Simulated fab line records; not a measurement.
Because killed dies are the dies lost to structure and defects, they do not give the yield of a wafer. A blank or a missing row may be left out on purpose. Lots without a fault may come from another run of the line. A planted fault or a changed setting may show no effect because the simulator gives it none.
What tool caused it? || flow sky130 || 11 lots with 33 wafers sampled at 4 steps, on a route of 708 steps

WHAT THE GAUGES READ, wafer by wafer
SKY_CONTACT_THK_MEAS_01.
{"lot": "L893", "measured": "day 30 16:48", "on": "film metro-02", "CONTACT_CVD_00_THK (nm)": "74.1 75.1 74.8"}
{"lot": "L899", "measured": "day 32 13:15", "on": "film metro-04", "CONTACT_CVD_00_THK (nm)": "74.1 31.4 75.7 74.0 31.4 75.6"}
{"lot": "L901", "measured": "day 32 22:08", "on": "film metro-02", "CONTACT_CVD_00_THK (nm)": "74.0 74.3 32.0 74.0 74.2 32.0"}
{"lot": "L904", "measured": "day 33 15:53", "on": "film metro-04", "CONTACT_CVD_00_THK (nm)": "73.5 73.3 29.6 73.5 73.3 29.5"}
{"lot": "L907", "measured": "day 34 09:22", "on": "film metro-01", "CONTACT_CVD_00_THK (nm)": "73.9 75.8 75.7"}
{"lot": "L909", "measured": "day 35 05:29", "on": "film metro-02", "CONTACT_CVD_00_THK (nm)": "74.8 75.6 75.8"}
{"lot": "L911", "measured": "day 35 23:32", "on": "film metro-01", "CONTACT_CVD_00_THK (nm)": "74.6 77.3 76.1"}
{"lot": "L912", "measured": "day 36 03:56", "on": "film metro-04", "CONTACT_CVD_00_THK (nm)": "74.8 76.0 75.0"}
{"lot": "L913", "measured": "day 36 22:35", "on": "film metro-04", "CONTACT_CVD_00_THK (nm)": "74.2 74.4 75.2"}
{"lot": "L914", "measured": "day 37 13:32", "on": "film metro-02", "CONTACT_CVD_00_THK (nm)": "74.4 76.4 75.1"}
{"lot": "L915", "measured": "day 37 17:33", "on": "film metro-01", "CONTACT_CVD_00_THK (nm)": "74.2 75.8 75.5"}

EACH LOT AND THE TOOL THAT RAN IT (in order: tool; ch and the chambers of the sampled wafers; start)
{"lot": "L893", "SKY_RES_XHIGH_STRIP_08": "plasma asher-02 ch 0,1, day 27 01:04", "SKY_LOCAL_INTERCONNECT_METAL_ETCH_14": "rie metal-03 ch 0,1, day 30 16:07", "SKY_CONTACT_CVD_00": "pecvd-01 ch 1,2, day 30 16:45"}
{"lot": "L899", "SKY_RES_XHIGH_STRIP_08": "plasma asher-04 ch 0,1, day 28 22:46", "SKY_LOCAL_INTERCONNECT_METAL_ETCH_14": "rie metal-01 ch 0,1, day 32 12:34", "SKY_CONTACT_CVD_00": "pecvd-03 ch 0,1,2, day 32 13:11"}
{"lot": "L901", "SKY_RES_XHIGH_STRIP_08": "plasma asher-04 ch 0,1, day 29 08:41", "SKY_LOCAL_INTERCONNECT_METAL_ETCH_14": "rie metal-03 ch 0,1, day 32 21:27", "SKY_CONTACT_CVD_00": "pecvd-03 ch 0,1,2, day 32 22:05"}
{"lot": "L904", "SKY_RES_XHIGH_STRIP_08": "plasma asher-04 ch 0,1, day 30 03:47", "SKY_LOCAL_INTERCONNECT_METAL_ETCH_14": "rie metal-03 ch 0, day 33 15:10", "SKY_CONTACT_CVD_00": "pecvd-03 ch 0,1, day 33 15:50"}
{"lot": "L907", "SKY_RES_XHIGH_STRIP_08": "plasma asher-04 ch 0,1, day 30 22:26", "SKY_LOCAL_INTERCONNECT_METAL_ETCH_14": "rie metal-04 ch 0,1, day 34 08:40", "SKY_CONTACT_CVD_00": "pecvd-02 ch 0,2, day 34 09:20"}
{"lot": "L909", "SKY_RES_XHIGH_STRIP_08": "plasma asher-04 ch 0,1, day 31 17:32", "SKY_LOCAL_INTERCONNECT_METAL_ETCH_14": "rie metal-03 ch 0,1, day 35 04:48", "SKY_CONTACT_CVD_00": "pecvd-02 ch 0,1,2, day 35 05:26"}
{"lot": "L911", "SKY_RES_XHIGH_STRIP_08": "plasma asher-03 ch 0,1, day 32 13:23", "SKY_LOCAL_INTERCONNECT_METAL_ETCH_14": "rie metal-04 ch 1, day 35 22:49", "SKY_CONTACT_CVD_00": "pecvd-02 ch 0,1,2, day 35 23:31"}
{"lot": "L912", "SKY_RES_XHIGH_STRIP_08": "plasma asher-02 ch 0,1, day 32 16:56", "SKY_LOCAL_INTERCONNECT_METAL_ETCH_14": "rie metal-03 ch 0,1, day 36 03:14", "SKY_CONTACT_CVD_00": "pecvd-03 ch 0,2, day 36 03:53"}
{"lot": "L913", "SKY_RES_XHIGH_STRIP_08": "plasma asher-04 ch 0,1, day 33 13:41", "SKY_LOCAL_INTERCONNECT_METAL_ETCH_14": "rie metal-03 ch 0,1, day 36 21:55", "SKY_CONTACT_CVD_00": "pecvd-03 ch 0,1, day 36 22:33"}
{"lot": "L914", "SKY_RES_XHIGH_STRIP_08": "plasma asher-02 ch 0,1, day 34 04:23", "SKY_LOCAL_INTERCONNECT_METAL_ETCH_14": "rie metal-01 ch 0,1, day 37 12:51", "SKY_CONTACT_CVD_00": "pecvd-03 ch 0,2, day 37 13:29"}
{"lot": "L915", "SKY_RES_XHIGH_STRIP_08": "plasma asher-03 ch 0,1, day 34 07:35", "SKY_LOCAL_INTERCONNECT_METAL_ETCH_14": "rie metal-03 ch 0,1, day 37 16:48", "SKY_CONTACT_CVD_00": "pecvd-01 ch 1,2, day 37 17:31"}
- SKY_RES_XHIGH_STRIP_08: strips in O2/N2.
- SKY_LOCAL_INTERCONNECT_METAL_ETCH_14: etches TiN in Cl2/BCl3, stops on PSG, target depth 110 nm, time 31.4 s.
- SKY_CONTACT_CVD_00: deposits Si3N4, target thk 75 nm.

THE ANSWER, worked out from the rows above alone
Rule: the usual values come from the lots themselves. The widest of any qualifying gaps counts: lots, ordered by their means at a reading, are off when they make up no more than a third of the lots, leave a main group of 4 or more, and stand apart from it by 3 or more times the standard deviation of that group's means. A main group whose means are all the same, to the digits that the tables above print for the reading, isn't used. A lot without any number at a reading at which 4 lots or more have one is off too. Where the step has rows for the other lots, those lots are counted as sound.
Off: L899, L901, L904, at SKY_CONTACT_THK_MEAS_01 (CONTACT_CVD_00_THK). Main group: mean 75.2 nm, sd 0.41.
If a tool, at a process step before that reading, ran all the lots that are off and no sound lot after the first of them, it fits. Those tools and the gauges at SKY_CONTACT_THK_MEAS_01 are tried in the same way. None of those tried fits.

WHAT THE SIMULATOR PUT IN
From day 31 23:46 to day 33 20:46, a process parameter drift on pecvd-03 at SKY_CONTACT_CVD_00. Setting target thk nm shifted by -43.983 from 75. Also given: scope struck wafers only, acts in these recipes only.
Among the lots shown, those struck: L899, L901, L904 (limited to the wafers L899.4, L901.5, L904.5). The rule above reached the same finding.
